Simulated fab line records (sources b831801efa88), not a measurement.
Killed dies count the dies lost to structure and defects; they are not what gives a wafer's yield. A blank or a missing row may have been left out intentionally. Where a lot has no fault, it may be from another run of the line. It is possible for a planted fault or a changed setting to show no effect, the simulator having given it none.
One fault seen from 2 desks -- flow gf180mcu -- each desk has only its own numbers; what lay behind them comes last

FOR THE TOOL OWNER'S DESK: rieMetal-04
The tool's own readings at GF_TOP_METAL_METAL_ETCH_16 (etches the open film in Cl2/BCl3, stops on SiO2, target depth 1197 nm, time 199.5 s): means of the sampled wafers that have a number, for each lot that ran on this tool. Any lot whose mean is over 4 standard deviations away from the usual mean is out of limits and marked OUT; that distance is given in the brackets.
Columns: A = drypumpMotorCurrentA at GF_TOP_METAL_METAL_ETCH_16, usual 5.5 A; B = oesProductAu at GF_TOP_METAL_METAL_ETCH_16, usual 0.990 a.u.; C = throttleValvePct at GF_TOP_METAL_METAL_ETCH_16, usual 28.230 %
lot,first seen here,A,B,C
L569,day 28 04:26,5.8,0.985,28.232
L574,day 29 17:29,5.8,0.983,28.225
L576,day 30 04:46,6.0,0.825 (-27) OUT,28.409 (+21) OUT
L578,day 30 22:35,6.0,0.825 (-27) OUT,28.411 (+21) OUT
Finding of this desk: L576, L578 out of limits; the first was L576 at day 30 04:46, on oesProductAu at GF_TOP_METAL_METAL_ETCH_16. Within limits: L569, L574.

THE METROLOGY DESK
What the gauges read, lot by lot, whatever tool the lot ran on: means of the sampled wafers that have a number. Any lot whose mean is over 4 standard deviations away from the usual mean is out of limits and marked OUT; that distance is given in the brackets.
Columns: A = MIM_CVD_05_THK at GF_MIM_THK_MEAS_06, usual 41.8 nm
lot,first seen here,A
L569,day 24 13:12,41.0
L570,day 25 02:19,42.7
L571,day 25 04:23,41.9
L572,day 25 15:53,42.6
L574,day 26 07:01,42.1
L576,day 26 19:48,42.7
L577,day 27 06:35,42.0
L578,day 27 14:37,42.2
L579,day 27 20:38,41.9
L580,day 28 04:50,41.4
L586,day 30 03:55,41.7
L587,day 30 05:47,41.9
L589,day 30 13:16,41.6
L592,day 31 11:25,41.6
This desk's finding: nothing out of limits on any of the 14 lots.

BROUGHT TOGETHER
The tool owner's desk could have raised an alarm at day 30 04:46, on L576, L578.
Nothing out of limits was seen by the metrology desk.
The metrology desk has L576, L578 on record, within its limits.
GF_TOP_METAL_METAL_ETCH_16 was run on rieMetal-04 by each of the lots named.

WHAT WAS PUT IN BY THE SIMULATOR
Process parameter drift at GF_TOP_METAL_METAL_ETCH_16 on rieMetal-04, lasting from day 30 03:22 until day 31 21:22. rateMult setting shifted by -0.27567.
Lots struck among those shown: L576, L578.
Delay in hours, fault start to first out-of-limits reading, by desk: the tool owner's desk at 1.
